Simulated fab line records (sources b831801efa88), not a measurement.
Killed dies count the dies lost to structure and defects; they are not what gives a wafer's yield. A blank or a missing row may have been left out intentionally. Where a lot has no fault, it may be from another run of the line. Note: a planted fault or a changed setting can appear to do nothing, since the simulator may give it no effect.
fab line records    flow sky130
record lots=7  wafers=21  lastDay=50
route steps=708 shown VIA2@519 PAD_OPEN@708
lots that met no fault: from a run of the same line without faults
startH: hours from the record's first day to the start of the lot's first wafer shown    waitH: time in hours since the lot's previous step    " the same as in the row above    L1.1+2: a row that stands for several wafers    - either no value or no given start    * or withheld: withheld    < > ~ a bound
route shown NAME@n: NAME is a module with steps in the file, n the number in the route of the first one    usual: mean and standard deviation over wafers with no fault    same: alike in all rows    chamber/n: place in a boat    sites: readings site by site    _std_site: the values' standard deviation    _edge_site: outer sites' mean less inner sites'    radiusMm: for every site, how far away it sits from the centre of the wafer    mask NAME#n: copy n    behind: the last tool/chamber to shape the wafer    hold: the reason the lot was held/the length of the hold in hours/how it ended    device: whichever transistor did not switch (one of n, p or np)    end of line: at the end of the route, the tests of the same wafers    a step with no rows: only its recipe    killed: at the first sort, the dies lost to defects and structure; wafer yield is something else    map: shows each die of a wafer: x if killed, . if not, _ if none is there
set.NAME: the run value of the setting; set.NAME@STEP: its run value at that earlier step    model.NAME: the simulator's own value behind a step, which no gauge read
lots seen at some steps along the route; tables by step, rows by wafer
services: from which hour (startH, from the record's first day; less than 0 if before it) a tool's chamber was out of use, for how many hours, and why
## steps
# step SKY_VIA2_CD_MEAS_12
# recipe targetCdNm=200
# usual cdNm=199.8/1.6
lot.wafer  tool      chamber  startH  waitH  cdNm
L636.2     cdSem-02  -        880.60  -      202.7
L636.4     "         -        "       "      201.6
L636.6     "         -        "       "      201.2
L635.2     cdSem-02  -        880.72  -      198.7
L635.3     "         -        "       "      200.1
L635.6     "         -        "       "      201.5
L640.1     cdSem-01  -        913.23  -      201.3
L640.2     "         -        "       "      200.2
L640.4     "         -        "       "      201.5
L641.3     cdSem-01  -        917.14  -      199.1
L641.4     "         -        "       "      199.9
L641.6     "         -        "       "      199.1
L642.2     cdSem-02  -        926.67  -      198.7
L642.3     "         -        "       "      199.4
L642.6     "         -        "       "      199.6
L647.2     cdSem-02  -        968.15  -      198.9
L647.4     "         -        "       "      200.7
L647.5     "         -        "       "      200.2
L652.1     cdSem-01  -        990.98  -      203.0
L652.2     "         -        "       "      200.3
L652.4     "         -        "       "      200.5
# step SKY_VIA2_OVL_MEAS_13
# usual VIA2_OVL=1/6.6
lot.wafer  tool        chamber  startH  waitH  VIA2_OVL[nm]
L636.2     overlay-02  -        880.71  0.1    -5
L636.4     "           -        "       "      -7
L636.6     "           -        "       "      2
L635.2     overlay-01  -        880.83  0.1    -2
L635.3     "           -        "       "      -1
L635.6     "           -        "       "      -6
L640.1     overlay-02  -        913.35  0.1    -6
L640.2     "           -        "       "      -2
L640.4     "           -        "       "      -4
L641.3     overlay-01  -        917.23  0.1    4
L641.4     "           -        "       "      13
L641.6     "           -        "       "      4
L642.2     overlay-01  -        926.77  0.1    -1
L642.3     "           -        "       "      -6
L642.6     "           -        "       "      -6
L647.2     overlay-01  -        968.26  0.1    14
L647.4     "           -        "       "      10
L647.5     "           -        "       "      12
L652.1     overlay-01  -        991.10  0.1    1
L652.2     "           -        "       "      0
L652.4     "           -        "       "      5
# step SKY_VIA2_ETCH_14
# recipe chemistry=N2/H2  target=BARC  ionEnergyEv=200  sourceW=500  biasW=100  pressureMtorr=30  n2FlowSccm=100  h2FlowSccm=200  stopOn=SiO2  timeS=45.9  targetDepthA=600
# usual drypumpMotorCurrentA=5.8/0.44  oesProductAu=0.854/0.005  throttleValvePct=13.224/0.0095
lot.wafer  tool        chamber  startH  waitH  drypumpMotorCurrentA  oesProductAu  rfHoursCounterH  throttleValvePct
L636.2     rieDiel-01  3        880.74  0.0    5.7                   0.848         25               13.209
L636.4     "           2        "       "      5.3                   0.854         2                13.219
L636.6     "           1        "       "      5.6                   0.852         -                13.222
L635.2     rieDiel-04  0        880.86  0.0    5.5                   0.856         3                13.231
L635.3     "           2        "       "      5.5                   0.870         13               13.228
L635.6     "           3        "       "      5.6                   0.845         -                13.223
L640.1     rieDiel-01  0        913.39  0.0    6.2                   0.850         6                13.221
L640.2     "           2        "       "      5.3                   0.857         3                13.237
L640.4     "           1        "       "      5.6                   0.859         14               13.225
L641.3     rieDiel-02  2        917.25  0.0    6.7                   0.855         8                13.231
L641.4     "           0        "       "      5.7                   0.855         19               13.207
L641.6     "           1        "       "      6.6                   0.855         -                13.217
L642.2     rieDiel-02  0        926.80  0.0    5.7                   0.865         19               13.215
L642.3     "           1        "       "      6.6                   0.862         3                13.231
L642.6     "           3        "       "      5.5                   0.867         -                13.219
L647.2     rieDiel-02  2        968.29  0.0    6.7                   0.857         9                13.221
L647.4     "           0        "       "      5.7                   0.849         20               13.217
L647.5     "           1        "       "      6.6                   0.847         -                13.237
L652.1     rieDiel-04  0        991.14  0.0    5.5                   0.854         6                13.227
L652.2     "           1        "       "      5.8                   0.858         10               13.217
L652.4     "           3        "       "      5.6                   0.855         25               13.222
# step SKY_VIA2_ETCH_15
# recipe target=SiO2  chemistry=C4F8/O2/Ar  targetDepthNm=546  stopOn=TiN  maskMaterial=KrF-thick  sourceW=1500  biasW=1200  pressureMtorr=40  c4f8FlowSccm=withheld  O2_flow_sccm=6  Ar_flow_sccm=300  timeS=84
# usual oesProductAu=0.940/0.0048
lot.wafer  tool        chamber  startH  waitH  oesProductAu  rfHoursCounterH
L636.2     rieDiel-01  3        880.78  0.0    0.945         25
L636.4     "           2        "       "      0.933         2
L636.6     "           1        "       "      0.943         -
L635.2     rieDiel-04  0        880.90  0.0    0.935         3
L635.3     "           2        "       "      0.943         13
L635.6     "           3        "       "      0.938         -
L640.1     rieDiel-01  0        913.43  0.0    0.944         6
L640.2     "           2        "       "      0.947         3
L640.4     "           1        "       "      0.942         14
L641.3     rieDiel-02  2        917.30  0.0    0.940         8
L641.4     "           0        "       "      0.945         19
L641.6     "           1        "       "      0.947         -
L642.2     rieDiel-02  0        926.85  0.0    0.939         19
L642.3     "           1        "       "      0.936         3
L642.6     "           3        "       "      0.940         -
L647.2     rieDiel-02  2        968.33  0.0    0.943         9
L647.4     "           0        "       "      0.933         20
L647.5     "           1        "       "      0.945         -
L652.1     rieDiel-04  0        991.18  0.0    0.939         6
L652.2     "           1        "       "      0.936         10
L652.4     "           3        "       "      0.932         25
# step SKY_VIA2_STRIP_16
# recipe chemistry=O2/N2  powerW=1400  pressureMtorr=1500  platenTempC=withheld  o2FlowSccm=3000  n2FlowSccm=300  overashFraction=0.5
# usual drypumpMotorCurrentA=5.7/0.34  oesProductAu=0.399/0.0045  stripTimeToEndpointS=4.054/0.023
lot.wafer  tool            chamber  startH  waitH  drypumpMotorCurrentA  oesProductAu  rfHoursCounterH  stripTimeToEndpointS
L636.2     plasmaAsher-04  0        880.84  0.0    6.1                   0.402         44               4.060
L636.4     "               0        "       "      6.1                   0.392         -                4.030
L636.6     "               0        "       "      6.1                   0.403         -                4.043
L635.2     plasmaAsher-01  0        880.96  0.0    5.0                   0.397         14               4.092
L635.3     "               1        "       "      5.7                   0.395         -                4.010
L635.6     "               1        "       "      5.7                   0.402         -                4.030
L640.1     plasmaAsher-03  0        913.49  0.0    5.7                   0.397         110              4.014
L640.2     "               1        "       "      5.6                   0.401         110              4.067
L640.4     "               0        "       "      5.7                   0.399         -                4.080
L641.3     plasmaAsher-03  1        917.39  0.1    5.6                   0.393         -                4.064
L641.4     "               0        "       "      5.7                   0.402         -                4.057
L641.6     "               0        "       "      5.7                   0.396         -                4.040
L642.2     plasmaAsher-01  1        926.91  0.0    5.7                   0.400         18               4.049
L642.3     "               0        "       "      5.0                   0.405         -                4.066
L642.6     "               1        "       "      5.7                   0.400         -                4.077
L647.2     plasmaAsher-04  0        968.39  0.0    6.1                   0.404         53               4.071
L647.4     "               1        "       "      5.7                   0.398         -                4.035
L647.5     "               1        "       "      5.7                   0.395         -                4.050
L652.1     plasmaAsher-04  0        991.24  0.0    6.1                   0.406         55               4.076
L652.2     "               1        "       "      5.7                   0.400         55               4.019
L652.4     "               0        "       "      6.1                   0.402         -                4.026
# step SKY_VIA2_STRIP_17
# recipe chemistry=postEtchResidueRemover  timeS=1200  tempC=72.5
# step SKY_VIA2_CLEAN_18
# recipe chemistry=IPA  timeS=180  tempC=25
# step SKY_VIA2_CLEAN_19
# recipe chemistry=O3/DIW  dry=n2Spin
# step SKY_VIA2_SPUTTER_20
# recipe material=TiN  targetThkNm=20  chamberPressurePa=4.881  powerW=4000  timeS=80
# usual cathodeDcPowerW=4000.1/0.81  chamberPressurePa=4.880/0.0088  throttleValvePct=30.0/1.1
lot.wafer  tool           chamber  startH  waitH  cathodeDcPowerW  chamberPressurePa  throttleValvePct
L636.2     pvdSputter-01  -        881.47  0.0    4001.9           4.878              28.9
L636.4     "              -        "       "      3999.2           4.877              31.7
L636.6     "              -        "       "      3999.9           4.867              28.5
L635.2     pvdSputter-02  -        881.55  0.0    3998.8           4.885              31.4
L635.3     "              -        "       "      4000.3           4.867              29.7
L635.6     "              -        "       "      3999.7           4.873              29.5
L640.1     pvdSputter-03  -        914.13  0.0    4000.4           4.884              28.9
L640.2     "              -        "       "      3999.3           4.879              31.6
L640.4     "              -        "       "      4000.6           4.875              31.8
L641.3     pvdSputter-03  -        918.05  0.0    4000.3           4.878              28.9
L641.4     "              -        "       "      3999.9           4.876              29.7
L641.6     "              -        "       "      4000.3           4.879              31.6
L642.2     pvdSputter-01  -        927.55  0.0    3999.6           4.876              28.9
L642.3     "              -        "       "      3999.5           4.893              30.3
L642.6     "              -        "       "      3999.7           4.872              31.6
L647.2     pvdSputter-01  -        968.98  0.0    4000.8           4.877              31.6
L647.4     "              -        "       "      4000.3           4.877              28.6
L647.5     "              -        "       "      3999.5           4.878              28.4
L652.1     pvdSputter-01  -        991.83  0.0    3999.4           4.885              29.0
L652.2     "              -        "       "      3999.6           4.886              30.7
L652.4     "              -        "       "      3998.4           4.879              31.7
# step SKY_VIA2_CVD_21
# recipe material=W  targetThkNm=420  timeS=126.4  tempC=400  pressureTorr=40
# usual heaterPowerW=824/59
lot.wafer  tool     chamber  startH  waitH  heaterPowerW
L636.2     cvdW-01  1        881.53  0.0    831
L636.4     "        0        "       "      876
L636.6     "        0        "       "      894
L635.2     cvdW-02  1        881.61  0.0    788
L635.3     "        0        "       "      911
L635.6     "        1        "       "      771
L640.1     cvdW-02  0        914.19  0.0    925
L640.2     "        1        "       "      797
L640.4     "        1        "       "      781
L641.3     cvdW-02  1        918.16  0.1    777
L641.4     "        0        "       "      926
L641.6     "        0        "       "      913
L642.2     cvdW-01  0        927.61  0.0    789
L642.3     "        1        "       "      762
L642.6     "        1        "       "      773
L647.2     cvdW-02  0        969.05  0.0    935
L647.4     "        1        "       "      796
L647.5     "        1        "       "      800
L652.1     cvdW-01  0        991.90  0.0    814
L652.2     "        1        "       "      797
L652.4     "        1        "       "      784
# step SKY_VIA2_RS_MEAS_22
# recipe thkMeasGauge=four-point-probe  reads=W_of_VIA2_CVD_21+TiN_of_VIA2_SPUTTER_20
# usual VIA2_W_RS=0.274/0.0035
lot.wafer  tool          chamber  startH  waitH  VIA2_W_RS[ohm/sq]
L636.2     filmMetro-01  -        881.68  0.1    0.268
L636.4     "             -        "       "      0.273
L636.6     "             -        "       "      0.272
L635.2     filmMetro-03  -        881.76  0.1    0.271
L635.3     "             -        "       "      0.274
L635.6     "             -        "       "      0.272
L640.1     filmMetro-03  -        914.32  0.1    0.279
L640.2     "             -        "       "      0.271
L640.4     "             -        "       "      0.275
L641.3     filmMetro-03  -        918.28  0.1    0.277
L641.4     "             -        "       "      0.279
L641.6     "             -        "       "      0.281
L642.2     filmMetro-02  -        927.76  0.1    0.273
L642.3     "             -        "       "      0.270
L642.6     "             -        "       "      0.266
L647.2     filmMetro-02  -        969.20  0.1    0.277
L647.4     "             -        "       "      0.273
L647.5     "             -        "       "      0.271
L652.1     filmMetro-02  -        992.03  0.1    0.277
L652.2     "             -        "       "      0.273
L652.4     "             -        "       "      0.271
# step SKY_VIA2_THK_MEAS_23
# recipe thkMeasGauge=xrf  reads=W_of_VIA2_CVD_21
# usual VIA2_W_THK=429/7.1
lot.wafer  tool          chamber  startH  waitH  VIA2_W_THK[nm]
L636.2     filmMetro-01  -        881.79  0.1    449
L636.4     "             -        "       "      440
L636.6     "             -        "       "      441
L635.2     filmMetro-03  -        881.88  0.1    427
L635.3     "             -        "       "      423
L635.6     "             -        "       "      427
L640.1     filmMetro-03  -        914.44  0.1    421
L640.2     "             -        "       "      429
L640.4     "             -        "       "      422
L641.3     filmMetro-03  -        918.38  0.1    422
L641.4     "             -        "       "      419
L641.6     "             -        "       "      416
L642.2     filmMetro-02  -        927.87  0.1    437
L642.3     "             -        "       "      441
L642.6     "             -        "       "      443
L647.2     filmMetro-02  -        969.31  0.1    430
L647.4     "             -        "       "      433
L647.5     "             -        "       "      439
L652.1     filmMetro-02  -        992.15  0.1    426
L652.2     "             -        "       "      431
L652.4     "             -        "       "      435
# step SKY_VIA2_CMP_24
# recipe stopOn=SiO2  tOverpolishS=20  downForcePsi=3.5  platenRpm=60  targetThkNm=0  padVelocityMS=0.94248
# usual edgeZonePressureFrac=1.000/0.0052  headPressurePsi=3.500/0.0073  motorCurrentA=11.5/1.2  overpolishRunS=20.000/0.009  timeToEndpointS=101/5.1
lot.wafer  tool    chamber  startH  waitH  edgeZonePressureFrac  headPressurePsi  motorCurrentA  overpolishRunS  timeToEndpointS  model.W_of_VIA2_CVD_21.thkNm  model.SiO2_of_VIA2_HDPCVD_00.thkNm
L636.2     cmp-02  3        881.84  0.0    0.998                 3.492            10.0           20.000          105              0                             491.9
L636.4     "       2        "       "      1.003                 3.508            10.6           20.012          94               0                             489.3
L636.6     "       3        "       "      1.000                 3.484            10.1           20.000          102              0                             491.3
L635.2     cmp-01  0        882.02  0.1    1.002                 3.498            12.1           19.999          103              0                             488.6
L635.3     "       1        "       "      1.004                 3.499            13.4           20.011          95               0                             490.1
L635.6     "       2        "       "      1.003                 3.495            10.5           19.990          103              0                             490.8
L640.1     cmp-01  2        914.55  0.1    -                     -                -              -               -                412.3                         494.8
L640.2     "       3        "       "      -                     -                -              -               -                422.4                         494.7
L640.4     "       0        "       "      -                     -                -              -               -                416.5                         493.5
L641.4     cmp-02  2        918.64  0.2    -                     -                -              -               -                411.3                         496.6
L641.3     "       0        "       "      -                     -                -              -               -                414.3                         495.6
L641.6     "       3        "       "      -                     -                -              -               -                408.1                         495.9
L642.3     cmp-01  1        927.97  0.1    -                     -                -              -               -                425.2                         495.5
L642.2     "       3        "       "      -                     -                -              -               -                420.3                         496.7
L642.6     "       1        "       "      -                     -                -              -               -                428.8                         496.4
L647.2     cmp-01  1        969.46  0.1    1.009                 3.512            13.4           19.995          95               0                             491.1
L647.4     "       2        "       "      1.007                 3.500            10.5           20.008          102              0                             490.9
L647.5     "       3        "       "      1.004                 3.504            10.0           19.995          96               0                             492.2
L652.4     cmp-02  1        992.21  0.0    0.989                 3.505            12.0           19.995          104              0                             493.1
L652.1     "       3        "       "      1.009                 3.508            9.9            20.001          102              0                             491.8
L652.2     "       0        "       "      0.999                 3.498            12.3           20.004          108              0                             491.3
# step SKY_PAD_OPEN_PROBE_99
# usual defectLimitedYield=82.5/2.2  killed_at_M0_to_M3=43/7.5  killed_at_M4_up=3.2/1.9  killedAtContacts=24/5.6  killedAtFrontEnd=15/4.8  killedAtOther=0.2/0.54  killedDies=86/11  killedOnRim=17/3.6  killedOpen=47/7.6  killedShort=39/7.1  sort_bin_3_pad_short=0.8/0.36  sort_bin_5_function=10.4/1.6  sort_bin_6_memory=6.3/1.3  sortNPass=406/11  sortYieldPct=82.5/2.2
# same grossDies=492  killedAtBackSide=0  sort_bin_4_leakage[%]=0  sort_bin_8_speed[%]=0
lot.wafer  tool       chamber  startH   waitH  defectLimitedYield[%]  killed_at_M0_to_M3  killed_at_M4_up  killedAtContacts  killedAtFrontEnd  killedAtOther  killedDies  killedOnRim  killedOpen  killedShort  sort_bin_3_pad_short[%]  sort_bin_5_function[%]  sort_bin_6_memory[%]  sortNPass  sortYieldPct[%]
L636.2     prober-02  -        1106.84  0.1    85.4                   34                  8                16                14                0              72          15           42          30           0.6                      10.0                    4.1                   420        85.4
L636.4     prober-02  -        1106.94  0.2    83.7                   41                  1                27                11                0              80          17           42          38           0.6                      8.7                     6.9                   412        83.7
L636.6     prober-02  -        1107.04  0.2    78.7                   51                  4                32                18                0              105         24           60          45           1.2                      10.8                    9.3                   387        78.7
L635.2     prober-01  -        1108.43  0.1    87.2                   33                  6                14                7                 3              63          13           29          34           0.4                      7.9                     4.5                   429        87.2
L635.3     prober-01  -        1108.48  0.2    83.3                   43                  4                21                13                1              82          16           48          34           1.0                      10.8                    4.9                   410        83.3
L635.6     prober-01  -        1108.63  0.2    85.6                   39                  3                21                7                 1              71          12           38          33           0.6                      9.8                     4.1                   421        85.6
L640.1     prober-01  -        1130.93  0.1    0                      450                 5                23                13                1              492         96           43          27           86.8                     7.9                     5.3                   0          0
L640.2     prober-01  -        1130.98  0.1    0                      454                 5                26                6                 1              492         96           39          41           84.8                     11.0                    4.3                   0          0
L640.4     prober-01  -        1131.08  0.2    0                      453                 3                18                18                0              492         96           37          48           83.9                     9.6                     6.5                   0          0
L641.3     prober-02  -        1137.81  0.2    0                      453                 4                27                8                 0              492         96           45          32           85.6                     8.1                     6.3                   0          0
L641.4     prober-02  -        1137.86  0.2    0                      450                 3                25                14                0              492         96           51          40           82.3                     11.0                    6.7                   0          0
L641.6     prober-02  -        1137.96  0.2    0                      448                 3                28                13                0              492         96           53          38           82.1                     10.8                    7.1                   0          0
L642.2     prober-01  -        1144.53  0.1    0                      443                 2                33                14                0              492         96           40          39           85.0                     9.8                     5.3                   0          0
L642.3     prober-01  -        1144.58  0.2    0                      444                 4                21                23                0              492         96           50          35           83.5                     11.8                    4.7                   0          0
L642.6     prober-01  -        1144.73  0.2    0                      434                 6                30                22                0              492         96           49          51           81.3                     11.6                    7.1                   0          0
L647.2     prober-01  -        1174.47  0.1    83.7                   39                  2                31                8                 0              80          13           49          31           1.0                      9.1                     6.1                   412        83.7
L647.4     prober-01  -        1174.57  0.2    79.7                   43                  3                34                20                0              100         17           54          46           0.6                      12.6                    7.1                   392        79.7
L647.5     prober-01  -        1174.62  0.2    80.7                   57                  2                25                10                1              95          20           55          40           1.2                      9.8                     8.3                   397        80.7
# killed by level:class
L636.2 VIA1:geometricParticle:open=12 CONTACT:geometricParticle:open=8 POLY_GATE:geometricParticle:open=5 METAL4:geometricParticle:short=5 VIA1:geometricParticle:short=4 METAL2:geometricParticle:short=4 POLY_GATE:geometricParticle:short=3 METAL3:geometricParticle:short=3
L636.4 CONTACT:geometricParticle:open=9 VIA1:geometricParticle:open=8 METAL1:geometricParticle:short=6 LI_CONTACT:geometricParticle:open=5 CONTACT:geometricParticle:short=5 VIA3:geometricParticle:short=5 VIA2:geometricParticle:open=5 FIELD_ISO:geometricParticle:short=4
L636.6 CONTACT:geometricParticle:open=11 VIA1:geometricParticle:open=11 LOCAL_INTERCONNECT:geometricParticle:short=10 VIA3:geometricParticle:open=9 VIA2:geometricParticle:open=8 LI_CONTACT:geometricParticle:open=7 FIELD_ISO:geometricParticle:short=5 METAL2:geometricParticle:short=5
L635.2 VIA1:geometricParticle:open=9 METAL1:geometricParticle:short=6 LI_CONTACT:geometricParticle:open=4 CONTACT:geometricParticle:short=4 METAL2:geometricParticle:short=4 METAL4:geometricParticle:short=4 METAL3:geometricParticle:short=4 CONTACT:geometricParticle:open=3
L635.3 VIA1:geometricParticle:open=11 CONTACT:geometricParticle:open=10 VIA3:geometricParticle:open=7 VIA2:geometricParticle:open=6 CONTACT:geometricParticle:short=5 METAL3:geometricParticle:short=5 FIELD_ISO:geometricParticle:open=4 POLY_GATE:geometricParticle:open=4
L635.6 VIA1:geometricParticle:open=16 LI_CONTACT:geometricParticle:open=7 CONTACT:geometricParticle:open=7 METAL2:geometricParticle:short=6 VIA2:geometricParticle:open=5 VIA1:geometricParticle:short=5 LOCAL_INTERCONNECT:geometricParticle:short=4 CONTACT:geometricParticle:short=3
L640.1 VIA2:areaCmp=422 CONTACT:geometricParticle:open=8 VIA3:geometricParticle:open=7 FIELD_ISO:geometricParticle:open=6 LI_CONTACT:geometricParticle:open=6 VIA1:geometricParticle:open=6 LOCAL_INTERCONNECT:geometricParticle:short=5 CONTACT:geometricParticle:short=4
L640.2 VIA2:areaCmp=412 LI_CONTACT:geometricParticle:open=10 VIA1:geometricParticle:open=8 VIA3:geometricParticle:open=8 METAL3:geometricParticle:short=7 METAL2:geometricParticle:short=6 CONTACT:geometricParticle:open=5 CONTACT:geometricParticle:short=5
L640.4 VIA2:areaCmp=407 VIA2:geometricParticle:short=8 VIA1:geometricParticle:open=8 LOCAL_INTERCONNECT:geometricParticle:short=6 CONTACT:geometricParticle:open=6 METAL1:geometricParticle:short=5 METAL2:geometricParticle:short=5 VIA3:geometricParticle:open=5
L641.3 VIA2:areaCmp=415 CONTACT:geometricParticle:open=11 LI_CONTACT:geometricParticle:open=9 VIA1:geometricParticle:open=8 METAL2:geometricParticle:short=6 CONTACT:geometricParticle:short=5 METAL1:geometricParticle:short=5 VIA3:geometricParticle:short=5
L641.4 VIA2:areaCmp=401 VIA1:geometricParticle:open=19 LI_CONTACT:geometricParticle:open=10 METAL1:geometricParticle:short=7 VIA3:geometricParticle:open=7 CONTACT:geometricParticle:open=6 VIA3:geometricParticle:short=4 SONOS_ONO:geometricParticle:short=3
L641.6 VIA2:areaCmp=401 VIA1:geometricParticle:open=16 CONTACT:geometricParticle:open=9 LI_CONTACT:geometricParticle:open=7 LOCAL_INTERCONNECT:geometricParticle:short=7 METAL1:geometricParticle:short=5 VIA2:geometricParticle:open=5 VIA3:geometricParticle:open=5
L642.2 VIA2:areaCmp=413 CONTACT:geometricParticle:open=15 METAL1:geometricParticle:short=6 FIELD_ISO:geometricParticle:short=5 VIA3:geometricParticle:open=5 VIA1:geometricParticle:open=5 POLY_GATE:geometricParticle:short=4 LI_CONTACT:geometricParticle:short=4
L642.3 VIA2:areaCmp=407 FIELD_ISO:geometricParticle:short=8 CONTACT:geometricParticle:open=7 VIA1:geometricParticle:open=7 VIA2:geometricParticle:open=7 VIA3:geometricParticle:open=7 CONTACT:geometricParticle:short=6 POLY_GATE:geometricParticle:open=6
L642.6 VIA2:areaCmp=392 LOCAL_INTERCONNECT:geometricParticle:short=9 CONTACT:geometricParticle:open=9 VIA1:geometricParticle:open=9 POLY_GATE:geometricParticle:short=7 VIA1:geometricParticle:short=7 VIA3:geometricParticle:open=6 POLY_GATE:geometricParticle:open=5
L647.2 CONTACT:geometricParticle:open=13 VIA1:geometricParticle:open=13 CONTACT:geometricParticle:short=9 LI_CONTACT:geometricParticle:open=6 VIA3:geometricParticle:open=5 VIA2:geometricParticle:open=4 VIA1:geometricParticle:short=4 METAL2:geometricParticle:short=3
L647.4 CONTACT:geometricParticle:open=20 VIA1:geometricParticle:short=10 VIA1:geometricParticle:open=8 METAL2:geometricParticle:short=8 VIA2:geometricParticle:open=7 FIELD_ISO:geometricParticle:open=5 LI_CONTACT:geometricParticle:open=5 FIELD_ISO:geometricParticle:short=4
L647.5 VIA1:geometricParticle:open=12 VIA1:geometricParticle:short=10 VIA3:geometricParticle:open=9 VIA2:geometricParticle:open=8 CONTACT:geometricParticle:open=8 METAL2:geometricParticle:short=7 LI_CONTACT:geometricParticle:open=5 CONTACT:geometricParticle:short=5
# map L640.1 (x killed, . not)
__________xxxxxxxxxx_________
________xxxxxxxxxxxxxx_______
______xxxxxxxxxxxxxxxxxx_____
_____xxxxxxxxxxxxxxxxxxxx____
____xxxxxxxxxxxxxxxxxxxxxx___
___xxxxxxxxxxxxxxxxxxxxxxxx__
__xxxxxxxxxxxxxxxxxxxxxxxxxx_
_xxxxxxxxxxxxxxxxxxxxxxxxxxxx
_xxxxxxxxxxxxxxxxxxxxxxxxxxxx
_xxxxxxxxxxxxxxxxxxxxxxxxxxxx
_xxxxxxxxxxxxxxxxxxxxxxxxxxxx
_xxxxxxxxxxxxxxxxxxxxxxxxxxxx
_xxxxxxxxxxxxxxxxxxxxxxxxxxxx
_xxxxxxxxxxxxxxxxxxxxxxxxxxxx
_xxxxxxxxxxxxxxxxxxxxxxxxxxxx
__xxxxxxxxxxxxxxxxxxxxxxxxxx_
___xxxxxxxxxxxxxxxxxxxxxxxx__
____xxxxxxxxxxxxxxxxxxxxxx___
_____xxxxxxxxxxxxxxxxxxxx____
______xxxxxxxxxxxxxxxxxx_____
________xxxxxxxxxxxxxx_______
__________xxxxxxxxxx_________
# map L641.3 (x killed, . not)
__________xxxxxxxxxx_________
________xxxxxxxxxxxxxx_______
______xxxxxxxxxxxxxxxxxx_____
_____xxxxxxxxxxxxxxxxxxxx____
____xxxxxxxxxxxxxxxxxxxxxx___
___xxxxxxxxxxxxxxxxxxxxxxxx__
__xxxxxxxxxxxxxxxxxxxxxxxxxx_
_xxxxxxxxxxxxxxxxxxxxxxxxxxxx
_xxxxxxxxxxxxxxxxxxxxxxxxxxxx
_xxxxxxxxxxxxxxxxxxxxxxxxxxxx
_xxxxxxxxxxxxxxxxxxxxxxxxxxxx
_xxxxxxxxxxxxxxxxxxxxxxxxxxxx
_xxxxxxxxxxxxxxxxxxxxxxxxxxxx
_xxxxxxxxxxxxxxxxxxxxxxxxxxxx
_xxxxxxxxxxxxxxxxxxxxxxxxxxxx
__xxxxxxxxxxxxxxxxxxxxxxxxxx_
___xxxxxxxxxxxxxxxxxxxxxxxx__
____xxxxxxxxxxxxxxxxxxxxxx___
_____xxxxxxxxxxxxxxxxxxxx____
______xxxxxxxxxxxxxxxxxx_____
________xxxxxxxxxxxxxx_______
__________xxxxxxxxxx_________
## services
tool            chamber  startH  hours  kind
rieDiel-04      1        858.88  27.6   repair
cmp-02          -        868.86  7.6    pm
cmp-01          -        870.98  2.0    repair
pvdSputter-01   0        874.39  -      consumableReplace:kit
plasmaAsher-03  -        890.21  1.0    repair
plasmaAsher-01  -        894.47  7.6    repair
pvdSputter-02   -        900.47  3.7    repair
pvdSputter-02   -        903.01  5.2    repair
cvdW-01         -        904.00  14.0   pm
cvdW-02         -        905.11  0.5    repair
cmp-02          -        912.11  4.0    pm
pvdSputter-02   -        927.52  1.5    repair
cmp-01          -        928.40  1.4    repair
cmp-02          -        928.72  2.0    repair
cmp-01          -        929.55  0.9    repair
rieDiel-02      1        936.76  2.9    repair
cvdW-02         -        949.71  6.9    pm
pvdSputter-03   -        950.54  4.1    repair
cvdW-01         0        957.94  3.7    repair
cmp-02          -        960.62  4.5    repair
cvdW-02         0        962.46  3.0    repair
plasmaAsher-01  -        964.30  4.3    pm
pvdSputter-02   -        966.98  1.5    repair
cvdW-01         -        986.41  4.7    repair
## key
firstSign step=SKY_VIA2_CMP_24  reading=toolRecord  direction=missing
effect step=SKY_PAD_OPEN_PROBE_99  reading=sort_bin_3_pad_short  direction=up  sigmas=99+  usual=0.8  struck=83.9
modelEffect step=SKY_VIA2_CMP_24  value=W_of_VIA2_CVD_21.thkNm  without=0  struck=417.7
moreKillsBornAt SKY_VIA2_CMP_24@cmp-01=2450  SKY_VIA2_CMP_24@cmp-02=1217
metAt SKY_VIA2_CMP_24
struckWafers L640.1,L640.2,L640.4,L641.3,L641.4,L641.6,L642.2,L642.3,L642.6
laterRowsLeftOut L640.1,L640.2,L640.4,L641.3,L641.4,L641.6,L642.2,L642.3,L642.6
onsetBetween 882.02 914.55
fault kind=skippedStepWhole  tool=cmp-01,cmp-02  chamber=-  onsetH=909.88  steps=SKY_VIA2_CMP_24  scope=struckLotsOnly
# laterRowsLeftOut: the simulator's readings of these wafers behind a module that went badly wrong aren't trusted and aren't shown, but for the sort
